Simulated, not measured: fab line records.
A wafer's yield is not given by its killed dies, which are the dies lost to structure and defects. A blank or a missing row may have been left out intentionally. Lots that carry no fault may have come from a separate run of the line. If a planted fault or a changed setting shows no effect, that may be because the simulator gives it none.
Which tool did it?	flow gf180mcu	6 lots with 18 wafers sampled at 2 steps, on a route of 602 steps

## WHAT THE GAUGES SHOWED, per wafer
GF_CONTACT_RS_MEAS_25: the measuring method here is four-point-probe.
lot	measured	on	CONTACT_W_RS (ohm/sq)
L842	day 16 13:11	film-metro-02	0.379 0.379 0.384
L844	day 17 04:58	film-metro-02	0.388 0.380 0.383
L853	day 20 15:56	film-metro-02	0.374 0.502 0.375 0.374 0.502 0.376
L859	day 22 18:09	film-metro-02	0.391 0.383 0.395
L862	day 23 16:26	film-metro-01	0.387 0.388 0.382
L864	day 24 09:50	film-metro-02	0.388 0.391 0.392

## WHAT TOOL EACH LOT RAN ON (gives the tool, then ch and the chambers of the sampled wafers, and finally the start)
lot	GF_CONTACT_CVD_24
L842	cvd-w-01 ch 0,1, day 16 13:05
L844	cvd-w-01 ch 0,1, day 17 04:52
L853	cvd-w-02 ch 0,1, day 20 15:49
L859	cvd-w-01 ch 0,1, day 22 18:02
L862	cvd-w-01 ch 0,1, day 23 16:20
L864	cvd-w-01 ch 0,1, day 24 09:44
- GF_CONTACT_CVD_24: deposits W, target thk 300 nm, time 90.339 s.

## THE ANSWER, worked out from the rows above alone
Rule: the usual values come from the lots themselves. Put in order of their means at a reading, lots are off if they are a third of the lots or fewer, leave a main group of 4 or more, and stand apart from it by a gap of 3 or more times the standard deviation of the main group's means; of several such gaps the widest counts. The tables above print the reading to a certain number of digits; a main group whose means all agree to those digits is not used. A lot without any number at a reading at which 4 lots or more have one is off too. Where the step has rows for the other lots, those lots are counted as sound.
Off: L853, seen at GF_CONTACT_RS_MEAS_25 (CONTACT_W_RS). The main group: mean 0.386 ohm/sq, standard deviation 0.0036.
A tool fits if, at a process step before that reading, it ran every lot that is off, and no sound lot after the first of them. Those tools and the gauges at GF_CONTACT_RS_MEAS_25 are tried in the same way. One fits: cvd-w-02 at GF_CONTACT_CVD_24. It ran no sound lot before its first lot that is off in this sample, so the start can't be narrowed down.

## WHAT THE SIMULATOR PUT IN
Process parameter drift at GF_CONTACT_CVD_24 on cvd-w-02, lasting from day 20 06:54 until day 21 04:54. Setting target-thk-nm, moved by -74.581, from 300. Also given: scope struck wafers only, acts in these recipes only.
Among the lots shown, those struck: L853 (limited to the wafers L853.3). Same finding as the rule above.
